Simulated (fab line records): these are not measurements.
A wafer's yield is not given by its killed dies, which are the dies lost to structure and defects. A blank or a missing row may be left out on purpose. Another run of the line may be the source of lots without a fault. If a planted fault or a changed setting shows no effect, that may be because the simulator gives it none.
fab line records    flow gf180mcu
record lots=11  wafers=33  lastDay=34
route steps=602 shown STI@23 MVSD@76 VT_IMPLANT@92
lots untouched by any fault: they come from a run of this same line in which no faults occurred
startH: hours from the record's opening day to when the first of the lot's shown wafers began    waitH: hours since the lot's step before    " same as the row above    L1.1+2: a single row standing in for several wafers    - no value, or no start was given    * or withheld: withheld    < > ~ a bound
route shown NAME@n: NAME is a module with steps in the file, n the number in the route of the first one    usual: mean/standard deviation taken from wafers without a fault    same: alike in all rows    chamber/n: place in a boat    sites: each site's reading    _std_site: the standard deviation of these    _edge_site: the outer-site mean with the inner-site mean subtracted    radiusMm: how far each site lies from the wafer's centre    mask NAME#n: copy n    behind: the tool/chamber that last shaped the wafer    hold: reason for holding the lot/hours on hold/outcome of the hold    device: names the non-switching transistor (n, p or np)    end of line: tests run on the same wafers once the route is complete    where a step has no rows: the recipe by itself    killed: not the wafer's yield, but the dies lost to structure and defects at the first sort    map: shows each die of a wafer: x if killed, . if not, _ if none is there
set.NAME: setting as actually run; set.NAME@STEP: the setting as run at that earlier step    model.NAME: the simulator's own value behind a step, which no gauge read
the route's steps for a sample of lots (tables are steps, rows are wafers)
services: a tool's chamber out of use, with start hour (startH, from the record's first day; less than 0 if before it), hours out, and reason
## steps
# step GF_STI_THK_MEAS_22
# recipe reads=SiO2_of_STI_OXIDATION_21
# usual STI_OXIDATION_01_THK=15.1/0.37
lot.wafer  tool          chamber  startH  waitH  STI_OXIDATION_01_THK[nm]
L868.1     filmMetro-02  -        32.87   0.0    15.6
L868.3     "             -        "       "      15.4
L868.6     "             -        "       "      15.7
L869.1     filmMetro-03  -        35.72   0.0    15.5
L869.2     "             -        "       "      15.4
L869.4     "             -        "       "      15.5
L870.1     filmMetro-02  -        41.43   0.0    15.5
L870.2     "             -        "       "      15.6
L870.3     "             -        "       "      15.4
L872.2     filmMetro-01  -        49.21   0.0    15.4
L872.3     "             -        "       "      15.4
L872.5     "             -        "       "      15.0
L871.4     filmMetro-03  -        49.23   0.0    15.3
L871.5     "             -        "       "      15.2
L871.6     "             -        "       "      15.0
L881.1     filmMetro-02  -        94.62   0.0    15.5
L881.3     "             -        "       "      15.3
L881.6     "             -        "       "      15.3
L882.1     filmMetro-02  -        99.74   0.0    15.3
L882.2     "             -        "       "      15.2
L882.4     "             -        "       "      15.4
L886.4     filmMetro-02  -        120.27  0.0    14.5
L886.5     "             -        "       "      14.5
L886.6     "             -        "       "      14.7
L887.1     filmMetro-01  -        127.08  0.0    14.8
L887.2     "             -        "       "      15.1
L887.3     "             -        "       "      14.9
L889.4     filmMetro-03  -        135.08  0.0    15.2
L889.5     "             -        "       "      15.1
L889.6     "             -        "       "      15.0
L890.2     filmMetro-02  -        140.79  0.0    14.7
L890.4     "             -        "       "      14.9
L890.6     "             -        "       "      14.8
# step GF_MVSD_STRIP_10
# recipe chemistry=O2/N2  powerW=1400  pressureMtorr=1500  platenTempC=250  o2FlowSccm=3000  n2FlowSccm=300  overashFraction=0.4809
# usual drypumpMotorCurrentA=5.4/0.34  heaterPowerW=346/41  n2FlowSccm=300.1/0.87  oesProductAu=0.729/0.0044  stripTimeToEndpointS=36.96/0.11
lot.wafer  tool            chamber  startH  waitH  drypumpMotorCurrentA  heaterPowerW  n2FlowSccm  oesProductAu  rfHoursCounterH  stripTimeToEndpointS
L868.1     plasmaAsher-04  1        88.47   0.1    5.5                   335           300.8       0.732         43               37.06
L868.3     "               0        "       "      5.6                   288           300.9       0.725         -                37.03
L868.6     "               0        "       "      5.6                   291           300.2       0.733         -                37.10
L869.1     plasmaAsher-03  0        92.30   0.1    5.3                   407           300.6       0.728         41               37.06
L869.2     "               1        "       "      4.9                   350           300.6       0.730         41               36.99
L869.4     "               0        "       "      5.3                   405           300.2       0.730         -                36.99
L870.1     plasmaAsher-02  0        96.25   0.1    6.0                   294           299.8       0.728         31               36.79
L870.2     "               1        "       "      6.2                   366           300.6       0.721         31               36.85
L870.3     "               0        "       "      6.0                   287           299.6       0.728         -                36.92
L872.2     plasmaAsher-04  1        105.45  0.1    5.5                   338           300.4       0.730         45               36.97
L872.3     "               1        "       "      5.6                   341           300.4       0.731         -                37.02
L872.5     "               1        "       "      5.5                   334           301.1       0.724         -                36.96
L871.4     plasmaAsher-03  1        107.08  0.1    4.9                   359           300.2       0.730         -                36.80
L871.5     "               0        "       "      5.3                   412           300.9       0.728         -                36.79
L871.6     "               1        "       "      4.9                   353           300.5       0.730         -                36.87
L881.1     plasmaAsher-03  0        157.95  0.1    5.3                   398           300.8       0.737         47               36.92
L881.3     "               1        "       "      4.9                   356           300.7       0.717         -                36.95
L881.6     "               0        "       "      5.3                   402           299.5       0.729         -                36.87
L882.1     plasmaAsher-04  1        163.77  0.1    5.5                   329           299.8       0.726         52               36.98
L882.2     "               0        "       "      5.6                   282           300.1       0.727         52               37.01
L882.4     "               0        "       "      5.6                   286           300.9       0.726         -                37.01
L886.4     plasmaAsher-04  0        187.81  0.1    5.6                   292           300.4       0.724         -                36.87
L886.5     "               1        "       "      5.5                   331           300.9       0.727         -                36.91
L886.6     "               0        "       "      5.6                   293           299.8       0.732         -                36.85
L887.1     plasmaAsher-03  0        195.20  0.1    5.3                   397           300.3       0.728         51               36.92
L887.2     "               1        "       "      4.9                   345           299.8       0.735         51               36.87
L887.3     "               0        "       "      5.3                   405           299.5       0.738         -                36.90
L889.4     plasmaAsher-03  0        202.06  0.1    5.3                   398           300.0       0.732         -                36.96
L889.5     "               1        "       "      4.9                   360           299.8       0.728         -                36.95
L889.6     "               0        "       "      5.3                   404           299.6       0.722         -                36.87
L890.2     plasmaAsher-04  0        210.02  0.1    5.6                   298           299.3       0.735         56               37.20
L890.4     "               0        "       "      5.6                   295           299.7       0.734         -                37.21
L890.6     "               0        "       "      5.6                   278           300.2       0.727         -                37.28
# step GF_VT_IMPLANT_COAT_02
# recipe resist=NOVOLAK  spinRpm=3000  resistThkNm=1000
# usual dispensePressureKPa=49.1/0.55  spinSpeedRpm=3000.3/1.9
lot.wafer  tool           chamber  startH  waitH  dispensePressureKPa  spinSpeedRpm
L868.1     lithoTrack-01  0        109.21  0.1    49.9                 3000.5
L868.3     "              0        "       "      49.9                 3000.8
L868.6     "              0        "       "      49.8                 3000.6
L869.1     lithoTrack-01  0        113.11  0.1    49.8                 3003.8
L869.2     "              0        "       "      49.9                 2997.6
L869.4     "              0        "       "      49.9                 3002.6
L870.1     lithoTrack-04  0        118.07  0.1    48.9                 3000.7
L870.2     "              0        "       "      48.9                 3000.3
L870.3     "              0        "       "      48.9                 3000.7
L872.2     lithoTrack-04  0        127.29  0.1    48.9                 2999.7
L872.3     "              0        "       "      48.9                 3000.6
L872.5     "              0        "       "      48.9                 2999.6
L871.4     lithoTrack-03  0        129.54  0.1    48.5                 2999.7
L871.5     "              0        "       "      48.6                 2998.8
L871.6     "              0        "       "      48.6                 3001.2
L881.1     lithoTrack-03  0        181.96  0.1    48.6                 3144.2
L881.3     "              0        "       "      48.6                 3145.2
L881.6     "              0        "       "      48.6                 3146.7
L882.1     lithoTrack-03  0        188.46  0.1    48.5                 3146.2
L882.2     "              0        "       "      48.6                 3144.5
L882.4     "              0        "       "      48.6                 3147.5
L886.4     lithoTrack-04  0        214.24  0.1    48.8                 2998.7
L886.5     "              0        "       "      48.8                 3000.2
L886.6     "              0        "       "      48.8                 2999.6
L887.1     lithoTrack-04  0        221.22  0.1    48.9                 3000.9
L887.2     "              0        "       "      48.8                 3003.5
L887.3     "              0        "       "      48.9                 3001.9
L889.4     lithoTrack-04  0        227.99  0.1    48.8                 3001.9
L889.5     "              0        "       "      48.8                 3000.3
L889.6     "              0        "       "      48.9                 3000.4
L890.2     lithoTrack-01  0        236.73  0.1    49.9                 3001.3
L890.4     "              0        "       "      49.9                 2998.6
L890.6     "              0        "       "      50.0                 2999.4
# step GF_VT_IMPLANT_STRIP_09
# recipe chemistry=O2/N2  powerW=1400  pressureMtorr=1500  platenTempC=250  o2FlowSccm=3000  n2FlowSccm=300  overashFraction=0.5
# usual drypumpMotorCurrentA=5.9/0.63  heaterPowerW=356/32  n2FlowSccm=300.1/0.93  oesProductAu=0.716/0.0048  stripTimeToEndpointS=12.63/0.034
lot.wafer  tool            chamber  startH  waitH  drypumpMotorCurrentA  heaterPowerW  n2FlowSccm  oesProductAu  rfHoursCounterH  stripTimeToEndpointS
L868.1     plasmaAsher-03  0        116.64  0.1    5.3                   404           300.0       0.712         43               12.61
L868.3     "               1        "       "      4.9                   344           300.9       0.709         -                12.62
L868.6     "               1        "       "      4.9                   353           300.7       0.714         -                12.63
L869.1     plasmaAsher-02  1        121.40  0.1    6.2                   366           300.8       0.715         34               12.64
L869.2     "               0        "       "      6.0                   293           300.1       0.710         34               12.62
L869.4     "               0        "       "      6.0                   295           301.6       0.719         -                12.62
L870.1     plasmaAsher-03  1        126.04  0.1    4.9                   337           300.2       0.720         44               12.62
L870.2     "               0        "       "      5.3                   399           299.2       0.715         44               12.59
L870.3     "               1        "       "      4.9                   350           300.5       0.709         -                12.63
L872.2     plasmaAsher-01  1        135.24  0.1    6.5                   338           299.8       0.715         0                12.63
L872.3     "               1        "       "      6.5                   347           299.3       0.721         -                12.67
L872.5     "               0        "       "      6.6                   364           299.7       0.712         -                12.65
L871.4     plasmaAsher-03  1        137.69  0.1    4.9                   349           300.1       0.712         -                12.57
L871.5     "               0        "       "      5.3                   407           298.0       0.708         -                12.61
L871.6     "               1        "       "      4.9                   355           300.8       0.715         -                12.61
L881.1     plasmaAsher-01  0        190.80  0.1    6.6                   365           300.5       0.718         6                12.36
L881.3     "               1        "       "      6.5                   352           299.3       0.723         -                12.41
L881.6     "               1        "       "      6.5                   343           299.4       0.720         -                12.36
L882.1     plasmaAsher-01  0        196.99  0.1    6.5                   370           302.0       0.725         7                12.39
L882.2     "               1        "       "      6.5                   353           298.5       0.721         7                12.38
L882.4     "               0        "       "      6.6                   365           301.6       0.716         -                12.36
L886.4     plasmaAsher-03  0        223.23  0.1    5.3                   403           300.9       0.711         -                12.67
L886.5     "               0        "       "      5.3                   402           300.7       0.721         -                12.61
L886.6     "               1        "       "      5.0                   353           301.5       0.707         -                12.60
L887.1     plasmaAsher-02  0        231.04  0.1    6.0                   301           299.8       0.719         47               12.70
L887.2     "               1        "       "      6.2                   358           301.8       0.717         47               12.70
L887.3     "               1        "       "      6.2                   362           300.3       0.712         -                12.69
L889.4     plasmaAsher-02  0        236.98  0.1    6.0                   293           300.6       0.717         -                12.69
L889.5     "               0        "       "      6.0                   291           299.7       0.719         -                12.64
L889.6     "               1        "       "      6.1                   361           299.5       0.713         -                12.65
L890.2     plasmaAsher-02  0        246.70  0.1    6.0                   291           300.8       0.717         49               12.59
L890.4     "               1        "       "      6.2                   356           299.3       0.719         -                12.57
L890.6     "               1        "       "      6.2                   362           299.4       0.711         -                12.63
# step GF_VT_IMPLANT_STRIP_42
# recipe chemistry=O2/N2  powerW=1400  pressureMtorr=1500  platenTempC=250  o2FlowSccm=3000  n2FlowSccm=300  overashFraction=0.5
# usual drypumpMotorCurrentA=5.6/0.63  heaterPowerW=362/33  n2FlowSccm=299.8/0.91  oesProductAu=0.716/0.0046  stripTimeToEndpointS=12.45/0.036
lot.wafer  tool            chamber  startH  waitH  drypumpMotorCurrentA  heaterPowerW  n2FlowSccm  oesProductAu  rfHoursCounterH  stripTimeToEndpointS
L868.1     plasmaAsher-01  1        163.45  0.1    6.5                   346           298.9       0.718         4                12.43
L868.3     "               0        "       "      6.5                   357           300.6       0.716         -                12.46
L868.6     "               1        "       "      6.5                   348           298.9       0.710         -                12.49
L869.1     plasmaAsher-03  0        167.65  0.1    5.3                   403           300.6       0.714         48               12.47
L869.2     "               1        "       "      4.9                   349           298.9       0.720         48               12.44
L869.4     "               0        "       "      5.3                   419           300.2       0.719         -                12.45
L870.1     plasmaAsher-01  1        172.79  0.1    6.5                   351           299.8       0.724         5                12.46
L870.2     "               0        "       "      6.6                   361           299.9       0.715         5                12.44
L870.3     "               1        "       "      6.5                   342           299.7       0.714         -                12.47
L872.2     plasmaAsher-03  0        182.84  0.1    5.3                   403           298.6       0.719         49               12.45
L872.3     "               0        "       "      5.3                   405           300.5       0.715         -                12.41
L872.5     "               1        "       "      4.9                   347           300.0       0.721         -                12.43
L871.4     plasmaAsher-02  0        184.99  0.1    6.0                   300           299.2       0.707         -                12.45
L871.5     "               0        "       "      6.0                   299           299.9       0.720         -                12.43
L871.6     "               1        "       "      6.1                   362           299.2       0.718         -                12.45
L881.1     plasmaAsher-01  1        243.54  0.1    6.5                   346           299.4       0.712         10               12.54
L881.3     "               0        "       "      6.6                   364           301.7       0.715         -                12.49
L881.6     "               0        "       "      6.6                   359           301.3       0.716         -                12.49
L882.1     plasmaAsher-03  1        252.64  0.1    4.9                   347           298.6       0.726         57               12.47
L882.2     "               0        "       "      5.3                   401           299.7       0.711         57               12.47
L882.4     "               1        "       "      4.9                   351           298.6       0.714         -                12.46
L886.4     plasmaAsher-01  0        280.68  0.1    6.6                   367           300.0       0.723         -                12.41
L886.5     "               0        "       "      6.6                   373           299.7       0.714         -                12.41
L886.6     "               1        "       "      6.5                   354           300.0       0.716         -                12.42
L887.1     plasmaAsher-02  0        289.04  0.1    6.0                   302           299.9       0.716         53               12.42
L887.2     "               1        "       "      6.2                   355           299.2       0.721         53               12.41
L887.3     "               0        "       "      6.0                   301           300.1       0.714         -                12.42
L889.4     plasmaAsher-03  0        295.98  0.1    5.3                   398           300.3       0.720         -                12.37
L889.5     "               0        "       "      5.3                   406           299.8       0.719         -                12.37
L889.6     "               1        "       "      4.9                   357           299.3       0.705         -                12.38
L890.2     plasmaAsher-01  1        305.05  0.1    6.5                   354           300.0       0.716         17               12.45
L890.4     "               1        "       "      6.5                   356           300.1       0.716         -                12.43
L890.6     "               0        "       "      6.6                   366           299.9       0.715         -                12.44
## services
tool            chamber  startH  hours  kind
lithoTrack-01   -        87.18   -      consumableReplace:filter
plasmaAsher-02  -        88.91   4.2    repair
plasmaAsher-03  -        94.39   7.7    repair
plasmaAsher-02  -        106.96  1.6    repair
plasmaAsher-01  -        108.75  9.0    pm
plasmaAsher-01  0        108.75  9.0    ventCycle
plasmaAsher-01  1        108.75  9.0    ventCycle
plasmaAsher-01  -        117.75  14.2   pm
plasmaAsher-01  0        117.75  -      clean
plasmaAsher-01  1        117.75  -      clean
plasmaAsher-03  -        151.73  6.2    repair
plasmaAsher-01  -        220.05  14.6   pm
plasmaAsher-02  -        300.09  7.6    repair
plasmaAsher-03  -        301.02  7.3    repair
## key
firstSign step=GF_VT_IMPLANT_COAT_02  reading=spinSpeedRpm  direction=up  sigmas=77  usual=*  struck=*
effect step=GF_VT_IMPLANT_STRIP_09  reading=stripTimeToEndpointS  direction=down  sigmas=7.3  usual=*  struck=*
metAt GF_VT_IMPLANT_COAT_02
struckLots L881,L882
testerLeftOut L881,L882
notActingAt GF_STI_THK_MEAS_22,GF_MVSD_STRIP_10,GF_VT_IMPLANT_STRIP_42
onsetBetween 129.54 181.96
fault kind=processParameterDrift  tool=lithoTrack-03  chamber=-  onsetH=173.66  steps=GF_VT_IMPLANT_COAT_02  channel=spinRpm  offset=*  shape=step  endH=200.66  actsIn=*  stated=*
# testerLeftOut: of these lots the tester's yield and bins aren't shown, on N5 and GAA mostly nor the transistor test; their killed dies are dies lost to structure and defects alone, not to doping, threshold or leakage, so they don't give the yield
